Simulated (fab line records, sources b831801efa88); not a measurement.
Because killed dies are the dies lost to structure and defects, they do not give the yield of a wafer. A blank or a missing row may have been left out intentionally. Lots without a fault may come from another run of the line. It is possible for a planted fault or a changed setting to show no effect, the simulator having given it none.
fab line records	flow sky130
[record] lots = 6	wafers = 18	lastDay = 50
route steps=708 shown SONOS_ONO@186 GATE_OXIDE@187 PAD_OPEN@708
lots that met no fault: taken from a fault-free run of the same line
startH: hours from the record's opening day to when the first of the lot's shown wafers began	waitH: hours since the lot's step before	" unchanged from the row above	L1.1+2: several wafers, shown together as one row	- no value, or no start given	* or withheld: withheld	< > ~ a bound
route shown NAME@n: NAME is a module with steps in the file, n the number in the route of the first one	usual: mean/standard deviation taken from wafers without a fault	same: alike in all rows	chamber/n: place in a boat	sites: each site's reading	_std_site: the values' standard deviation	_edge_site: the outer-site mean with the inner-site mean subtracted	radiusMm: how far each site lies from the wafer's centre	mask NAME#n: copy n	behind: the most recent tool/chamber to have shaped the wafer	hold: what put the lot on hold/how long, in hours/how the hold closed	device: which transistor (n, p or np) failed to switch	end of line: at the end of the route, the tests of the same wafers	for a step that has no rows: nothing shown but its recipe	killed: dies lost to structure and defects at the first sort, not the wafer's yield	map: a wafer's dies, x killed, . not, _ none there
set.NAME: the setting that was run; set.NAME@STEP: the one run at that earlier step	model.NAME: the simulator's own value behind a step, which no gauge read
a table for each step, a row for each wafer; lots at some steps of the route
services: a tool's chamber out of use, with start hour (startH, from the record's first day; less than 0 if before it), hours out, and reason
[[steps]]
[step SKY_SONOS_ONO_WET_ETCH_18]
[recipe] chemistry = H3PO4	targetDepthNm = 15	target = Si3N4	tempC = 160	timeS = 172
[step SKY_GATE_OXIDE_CLEAN_00]
[recipe] chemistry = SC1/SC2	mix = 1:4:20	tempC = 70	timeS = 150	dry = n2Spin
[step SKY_GATE_OXIDE_OXIDATION_01]
[recipe] tempC = 900	ambient = O2	stabiliseS = 600	purgeS = 300	targetThkA = 102.68	oxTimeS = 1473
[step SKY_GATE_OXIDE_THK_MEAS_02]
[recipe] reads = SiO2_of_GATE_OXIDE_OXIDATION_01
[usual] GATE_OXIDE_OXIDATION_00_THK = 10.15/0.17
lot.wafer	tool	chamber	startH	waitH	GATE_OXIDE_OXIDATION_00_THK[nm]
L392.1	filmMetro-04	-	307.14	0.0	9.83
L392.2	"	-	"	"	9.81
L392.4	"	-	"	"	9.96
L397.2	filmMetro-04	-	352.02	0.0	10.30
L397.3	"	-	"	"	10.44
L397.6	"	-	"	"	10.13
L398.1	filmMetro-03	-	354.44	0.0	10.08
L398.2	"	-	"	"	10.11
L398.3	"	-	"	"	10.19
L400.1	filmMetro-01	-	367.63	0.0	10.08
L400.3	"	-	"	"	10.02
L400.5	"	-	"	"	9.88
L408.2	filmMetro-04	-	439.86	0.0	9.97
L408.4	"	-	"	"	10.01
L408.6	"	-	"	"	9.80
L411.2	filmMetro-03	-	456.33	0.0	9.75
L411.3	"	-	"	"	9.92
L411.6	"	-	"	"	9.89
[step SKY_GATE_OXIDE_DEHYDRATE_03]
[recipe] tempC = 200	timeS = 60
[step SKY_GATE_OXIDE_HMDS_04]
[recipe] primeTimeS = 60	primeTempC = 120
[step SKY_GATE_OXIDE_COAT_05]
[recipe] resist = NOVOLAK	spinRpm = 3000	resistThkNm = 1140
[step SKY_GATE_OXIDE_SOFTBAKE_06]
[recipe] tempC = 90	timeS = 60	resist = NOVOLAK
[step SKY_GATE_OXIDE_EXPOSE_07]
[recipe] maskId = LVOM	na = 0.6	sourceShape = conventional	sigmaOuter = 0.6	polarization = unpolarized	targetCdNm = 600	doseMj = 170
[step SKY_GATE_OXIDE_PEB_08]
[recipe] tempC = withheld	timeS = *	resist = NOVOLAK
[step SKY_GATE_OXIDE_DEVELOP_09]
[recipe] resist = NOVOLAK	developer = TMAH	developTimeS = 60	devTempC = 23
[step SKY_GATE_OXIDE_OVL_MEAS_10]
[usual] GATE_OXIDE_OVL = -0.5/1.5
lot.wafer	tool	chamber	startH	waitH	GATE_OXIDE_OVL[nm]
L392.1	overlay-02	-	332.62	0.1	1.2
L392.2	"	-	"	"	1.0
L392.4	"	-	"	"	0.2
L397.2	overlay-02	-	379.62	0.1	-0.1
L397.3	"	-	"	"	-1.1
L397.6	"	-	"	"	-3.1
L398.1	overlay-01	-	383.36	0.1	1.2
L398.2	"	-	"	"	-0.9
L398.3	"	-	"	"	1.4
L400.1	overlay-02	-	397.37	0.1	-0.3
L400.3	"	-	"	"	-0.7
L400.5	"	-	"	"	-1.0
L408.2	overlay-01	-	471.08	0.1	-0.8
L408.4	"	-	"	"	0.4
L408.6	"	-	"	"	-0.3
L411.2	overlay-01	-	486.72	0.1	-0.1
L411.3	"	-	"	"	1.9
L411.6	"	-	"	"	1.2
[step SKY_GATE_OXIDE_IMPLANT_11]
[recipe] species = B	energyKev = 10	doseCm2 = 2.6e+12	tiltDeg = withheld
[usual] doseIonsCm2 = 2.5997e+12/2.8e+09	faradayCurrentUA = 14.63/0.27
lot.wafer	tool	chamber	startH	waitH	doseIonsCm2	faradayCurrentUA
L392.1	implanter-04	0	332.66	0.0	2.5972e+12	14.44
L392.2	"	0	"	"	2.5972e+12	14.64
L392.4	"	0	"	"	2.5982e+12	14.20
L397.2	implanter-04	0	379.67	0.0	2.6025e+12	14.56
L397.3	"	0	"	"	2.6001e+12	14.23
L397.6	"	0	"	"	2.6012e+12	14.91
L398.1	implanter-04	0	383.40	0.0	2.0609e+12	11.42
L398.2	"	0	"	"	2.0611e+12	11.48
L398.3	"	0	"	"	2.0588e+12	11.47
L400.1	implanter-04	0	397.41	0.0	2.0622e+12	11.47
L400.3	"	0	"	"	2.0558e+12	12.00
L400.5	"	0	"	"	2.0664e+12	11.56
L408.2	implanter-01	0	471.13	0.0	2.6031e+12	14.71
L408.4	"	0	"	"	2.6047e+12	15.04
L408.6	"	0	"	"	2.5999e+12	14.55
L411.2	implanter-01	0	486.77	0.0	2.5986e+12	14.41
L411.3	"	0	"	"	2.5986e+12	14.42
L411.6	"	0	"	"	2.598e+12	14.50
[step SKY_GATE_OXIDE_WET_ETCH_12]
[recipe] chemistry = dHF	targetDepthNm = 16.8	dry = n2Spin	target = SiO2	dilution = 100:1	tempC = 25	timeS = 319.8
[step SKY_GATE_OXIDE_STRIP_13]
[recipe] chemistry = O2/N2	powerW = 1400	pressureMtorr = 1500	platenTempC = withheld	o2FlowSccm = 3000	n2FlowSccm = 300	overashFraction = 0.5
[usual] chamberPressureMTorr = 1500.0/1.3	drypumpMotorCurrentA = 5.8/0.54	oesProductAu = 0.715/0.0044	stripTimeToEndpointS = 14.21/0.044
[same] overashFraction = 0.5
lot.wafer	tool	chamber	startH	waitH	chamberPressureMTorr	drypumpMotorCurrentA	oesProductAu	rfHoursCounterH	stripTimeToEndpointS
L392.1	plasmaAsher-03	0	332.91	0.0	1500.4	6.1	0.718	52	14.22
L392.2	"	1	"	"	1498.2	5.1	0.717	52	14.19
L392.4	"	1	"	"	1501.6	5.1	0.719	-	14.19
L397.2	plasmaAsher-04	0	379.90	0.0	1500.1	5.8	0.710	68	14.17
L397.3	"	1	"	"	1499.6	6.1	0.711	-	14.17
L397.6	"	0	"	"	1498.7	5.8	0.709	-	14.17
L398.1	plasmaAsher-01	1	383.65	0.0	1498.8	5.5	0.721	26	14.20
L398.2	"	0	"	"	1499.5	6.6	0.716	26	14.17
L398.3	"	0	"	"	1500.0	6.6	0.718	-	14.22
L400.1	plasmaAsher-03	1	397.66	0.0	1500.5	5.1	0.715	59	14.19
L400.3	"	0	"	"	1498.8	6.1	0.714	-	14.21
L400.5	"	1	"	"	1499.9	5.1	0.718	-	14.23
L408.2	plasmaAsher-01	0	471.37	0.0	1499.6	6.6	0.718	35	14.16
L408.4	"	1	"	"	1499.8	5.5	0.714	-	14.17
L408.6	"	0	"	"	1501.8	6.6	0.717	-	14.19
L411.2	plasmaAsher-04	0	487.01	0.0	1499.1	5.7	0.717	79	14.17
L411.3	"	1	"	"	1499.5	6.1	0.710	-	14.17
L411.6	"	1	"	"	1498.9	6.1	0.721	-	14.17
[step SKY_GATE_OXIDE_TW_MEAS_14]
[usual] GATE_OXIDE_TW = 224.4/2.2
lot.wafer	tool	chamber	startH	waitH	GATE_OXIDE_TW
L392.1	filmMetro-01	-	333.01	0.1	224.6
L392.2	"	-	"	"	227.1
L392.4	"	-	"	"	225.5
L397.2	filmMetro-03	-	380.01	0.1	225.3
L397.3	"	-	"	"	225.2
L397.6	"	-	"	"	225.1
L398.1	filmMetro-04	-	383.75	0.1	208.9
L398.2	"	-	"	"	209.4
L398.3	"	-	"	"	210.8
L400.1	filmMetro-04	-	397.76	0.1	209.7
L400.3	"	-	"	"	209.2
L400.5	"	-	"	"	207.9
L408.2	filmMetro-03	-	471.48	0.1	226.6
L408.4	"	-	"	"	227.2
L408.6	"	-	"	"	227.6
L411.2	filmMetro-01	-	487.12	0.1	227.0
L411.3	"	-	"	"	226.5
L411.6	"	-	"	"	227.6
[step SKY_GATE_OXIDE_CLEAN_15]
[recipe] chemistry = SC1/SC2	mix = 1:4:20	tempC = 70	timeS = 150	dry = n2Spin
[step SKY_PAD_OPEN_PROBE_99]
[usual] killed_at_M0_to_M3 = 44/6.9	killed_at_M4_up = 3.3/2	killedAtContacts = 25/5.4	killedAtFrontEnd = 16/4.6	killedAtOther = 0.2/0.51	killedDies = 88/8.9	killedOpen = 48/6.8	killedShort = 39/5.8
[same] grossDies = 492	killedAtBackSide = 0
lot.wafer	tool	chamber	startH	waitH	killed_at_M0_to_M3	killed_at_M4_up	killedAtContacts	killedAtFrontEnd	killedAtOther	killedDies	killedOpen	killedShort	model.etest.tipP.rsOhmSq	model.etest.pfet_01v8.rOnOhmUm	model.etest.nfet_01v8_lvt.driveUaUm	model.etest.nfet_01v8.driveUaUm	model.etest.nfet_01v8_turned.driveUaUm	model.etest.nfet_01v8_swapped.driveUaUm	model.etest.sramNfetPass.driveUaUm	model.etest.pfet_01v8_lvt.driveUaUm
L392.1	prober-01	-	1095.96	0.1	39	4	27	19	1	90	43	47	6840	2700	583.2	507.2	512.8	509.4	500.7	181
L392.2	prober-01	-	1096.01	0.1	42	5	23	15	0	85	41	44	6800	2762	589	519.2	522.6	524.6	511.5	178
L392.4	prober-01	-	1096.11	0.2	43	1	28	16	0	88	42	46	6874	2801	573.3	501.7	503.4	498.8	487.5	174.6
L397.2	prober-02	-	1132.47	0.1	42	7	31	14	0	94	56	38	6788	2953	578.2	509.2	512.1	507.8	476.4	175.5
L397.3	prober-02	-	1132.52	0.2	38	2	27	14	0	81	49	32	6846	2898	576.5	505.1	501.6	501.7	492.6	174.8
L397.6	prober-02	-	1132.67	0.2	45	3	27	12	0	87	48	39	6776	2929	569.3	495.5	500.3	499.1	455.7	172.4
L398.1	prober-01	-	1135.61	0.1	49	7	20	9	0	85	47	34	7170	3060	595.8	526.9	526.7	524.3	515.8	149.2
L398.2	prober-01	-	1135.66	0.1	42	7	25	16	0	90	50	39	7182	2902	615.4	545.4	542.7	544.6	547.2	152.3
L398.3	prober-01	-	1135.71	0.2	51	4	16	14	0	85	48	37	7215	2969	600.4	523.7	523.5	522.9	514.2	152.8
L400.1	prober-01	-	1138.86	0.1	44	1	24	16	0	85	44	39	7063	3154	591.4	516.8	511.6	511.4	519.9	146.9
L400.3	prober-01	-	1138.96	0.2	59	1	18	18	0	96	43	53	7117	3115	603.6	532.7	532.2	533.2	543.4	148.2
L400.5	prober-01	-	1139.06	0.2	48	5	26	21	0	100	53	45	7065	3076	603	523.3	524.9	523	519	149.4
L408.2	prober-01	-	1192.40	0.1	42	0	28	23	1	94	51	42	6963	2973	574.2	503.2	511.4	505.9	483.3	178.5
L408.4	prober-01	-	1192.50	0.2	43	7	26	16	2	94	49	42	7004	2987	586	513.1	512.2	517.5	488	178.7
L408.6	prober-01	-	1192.60	0.2	43	0	23	14	1	81	39	42	7032	2967	573.3	502.4	503	505	488.9	176.3
L411.2	prober-01	-	1199.84	0.1	37	1	35	18	0	91	59	32	6920	2805	607.8	526	530.3	527.6	506.4	181.8
L411.3	prober-01	-	1199.89	0.2	43	4	26	14	0	87	38	49	6909	2948	579	510.4	513	512.9	509.5	177.9
L411.6	prober-01	-	1200.04	0.2	45	3	31	15	0	94	51	43	6871	2944	570.9	505.2	506.2	503.6	498.6	178.1
// killed by level:class
L392.1 LOCAL_INTERCONNECT:geometricParticle:short=8 CONTACT:geometricParticle:short=8 METAL2:geometricParticle:short=8 FIELD_ISO:geometricParticle:open=6 LI_CONTACT:geometricParticle:open=6 VIA2:geometricParticle:open=5 POLY_GATE:geometricParticle:open=4 POLY_GATE:geometricParticle:short=4
L392.2 METAL2:geometricParticle:short=10 FIELD_ISO:geometricParticle:open=7 LI_CONTACT:geometricParticle:open=7 CONTACT:geometricParticle:short=6 VIA1:geometricParticle:open=6 VIA3:geometricParticle:short=6 CONTACT:geometricParticle:open=5 METAL1:geometricParticle:short=4
L392.4 LI_CONTACT:geometricParticle:open=9 VIA2:geometricParticle:open=9 VIA1:geometricParticle:short=8 CONTACT:geometricParticle:open=8 VIA1:geometricParticle:open=7 POLY_GATE:geometricParticle:short=6 METAL2:geometricParticle:short=6 METAL3:geometricParticle:short=6
L397.2 CONTACT:geometricParticle:open=11 LI_CONTACT:geometricParticle:open=10 VIA3:geometricParticle:open=10 VIA1:geometricParticle:open=9 METAL4:geometricParticle:short=7 VIA2:geometricParticle:open=6 CONTACT:geometricParticle:short=5 METAL1:geometricParticle:short=4
L397.3 VIA3:geometricParticle:open=12 CONTACT:geometricParticle:open=9 LI_CONTACT:geometricParticle:open=6 VIA1:geometricParticle:open=6 VIA1:geometricParticle:short=5 LOCAL_INTERCONNECT:geometricParticle:short=4 VIA2:geometricParticle:open=4 FIELD_ISO:geometricParticle:open=3
L397.6 CONTACT:geometricParticle:open=8 VIA2:geometricParticle:open=8 VIA3:geometricParticle:open=8 LI_CONTACT:geometricParticle:open=7 VIA1:geometricParticle:open=7 LOCAL_INTERCONNECT:geometricParticle:short=6 POLY_GATE:geometricParticle:open=6 METAL3:geometricParticle:short=6
L398.1 VIA1:geometricParticle:open=13 LI_CONTACT:geometricParticle:open=10 METAL1:geometricParticle:short=7 CONTACT:geometricParticle:open=6 VIA3:geometricParticle:open=6 FIELD_ISO:geometricParticle:open=5 METAL2:geometricParticle:short=5 VIA1:geometricParticle:short=5
L398.2 VIA1:geometricParticle:open=15 CONTACT:geometricParticle:open=11 FIELD_ISO:geometricParticle:open=8 VIA1:geometricParticle:short=7 METAL4:geometricParticle:short=6 LI_CONTACT:geometricParticle:open=6 METAL1:geometricParticle:short=5 METAL2:geometricParticle:short=4
L398.3 VIA1:geometricParticle:open=12 METAL1:geometricParticle:short=8 VIA2:geometricParticle:open=8 VIA3:geometricParticle:open=7 FIELD_ISO:geometricParticle:open=6 LI_CONTACT:geometricParticle:open=4 CONTACT:geometricParticle:short=4 VIA3:geometricParticle:short=3
L400.1 VIA1:geometricParticle:open=11 VIA1:geometricParticle:short=11 LI_CONTACT:geometricParticle:open=8 CONTACT:geometricParticle:open=6 METAL2:geometricParticle:short=5 VIA2:geometricParticle:open=5 CONTACT:geometricParticle:short=4 VIA2:geometricParticle:short=4
L400.3 METAL1:geometricParticle:short=11 VIA1:geometricParticle:open=8 VIA2:geometricParticle:open=8 METAL2:geometricParticle:short=7 VIA3:geometricParticle:open=7 CONTACT:geometricParticle:short=6 VIA1:geometricParticle:short=6 FIELD_ISO:geometricParticle:open=5
L400.5 CONTACT:geometricParticle:open=11 VIA1:geometricParticle:open=11 VIA3:geometricParticle:open=10 VIA3:geometricParticle:short=7 POLY_GATE:geometricParticle:short=6 LI_CONTACT:geometricParticle:open=6 LOCAL_INTERCONNECT:geometricParticle:short=6 METAL2:geometricParticle:short=6
L408.2 VIA1:geometricParticle:open=10 CONTACT:geometricParticle:short=8 VIA1:geometricParticle:short=8 CONTACT:geometricParticle:open=7 LI_CONTACT:geometricParticle:open=7 METAL2:geometricParticle:short=6 FIELD_ISO:geometricParticle:open=5 POLY_GATE:geometricParticle:open=5
L408.4 CONTACT:geometricParticle:open=13 VIA3:geometricParticle:short=8 LI_CONTACT:geometricParticle:open=7 VIA1:geometricParticle:open=7 FIELD_ISO:geometricParticle:open=6 METAL1:geometricParticle:short=5 METAL2:geometricParticle:short=5 FIELD_ISO:geometricParticle:short=4
L408.6 VIA1:geometricParticle:open=10 LI_CONTACT:geometricParticle:open=6 METAL2:geometricParticle:short=6 POLY_GATE:geometricParticle:open=5 CONTACT:geometricParticle:short=5 CONTACT:geometricParticle:open=5 METAL1:geometricParticle:short=5 VIA2:geometricParticle:open=5
L411.2 LI_CONTACT:geometricParticle:open=17 CONTACT:geometricParticle:open=11 VIA2:geometricParticle:open=8 VIA1:geometricParticle:open=8 CONTACT:geometricParticle:short=4 METAL1:geometricParticle:short=4 VIA1:geometricParticle:short=4 FIELD_ISO:geometricParticle:open=3
L411.3 VIA1:geometricParticle:open=10 CONTACT:geometricParticle:open=8 VIA1:geometricParticle:short=7 METAL1:geometricParticle:short=7 LOCAL_INTERCONNECT:geometricParticle:short=6 METAL3:geometricParticle:short=6 LI_CONTACT:geometricParticle:short=4 POLY_GATE:geometricParticle:short=3
L411.6 CONTACT:geometricParticle:open=12 METAL2:geometricParticle:short=10 VIA1:geometricParticle:open=9 LI_CONTACT:geometricParticle:open=8 CONTACT:geometricParticle:short=6 VIA2:geometricParticle:open=5 METAL1:geometricParticle:short=4 VIA3:geometricParticle:open=4
[[services]]
tool	chamber	startH	hours	kind
implanter-01	-	318.72	9.6	pm
plasmaAsher-04	-	321.85	14.6	pm
implanter-04	-	337.18	1.8	repair
implanter-01	-	346.42	2.4	pm
implanter-04	-	400.98	2.5	pm
plasmaAsher-01	-	404.60	1.0	repair
implanter-01	-	451.33	4.0	repair
[[key]]
[firstSign] step = SKY_GATE_OXIDE_IMPLANT_11	reading = doseIonsCm2	direction = down	sigmas = 99+	usual = *	struck = *
[effect] step = SKY_GATE_OXIDE_IMPLANT_11	reading = faradayCurrentUA	direction = down	sigmas = 12	usual = 14.63	struck = 11.57
[effect] step = SKY_GATE_OXIDE_TW_MEAS_14	reading = GATE_OXIDE_TW	direction = down	sigmas = 6.9	usual = 224.4	struck = 209.3
[modelEffect] step = SKY_PAD_OPEN_PROBE_99	value = etest.tipP.rsOhmSq	without = 6875	struck = 7135
metAt SKY_GATE_OXIDE_IMPLANT_11
struckWafers L398.1,L398.2,L398.3,L400.1,L400.3,L400.5
testerLeftOut L398,L400
onsetBetween 379.67 383.40
[fault] kind = processParameterDrift	tool = implanter-04	chamber = -	onsetH = 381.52	steps = SKY_GATE_OXIDE_IMPLANT_11	channel = doseCm2	offset = *	shape = step	endH = 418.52	actsIn = *	stated = *
// testerLeftOut: of these lots the tester's yield and bins aren't shown, on N5 and GAA mostly nor the transistor test; their killed dies are dies lost to structure and defects alone, not to doping, threshold or leakage, so they don't give the yield
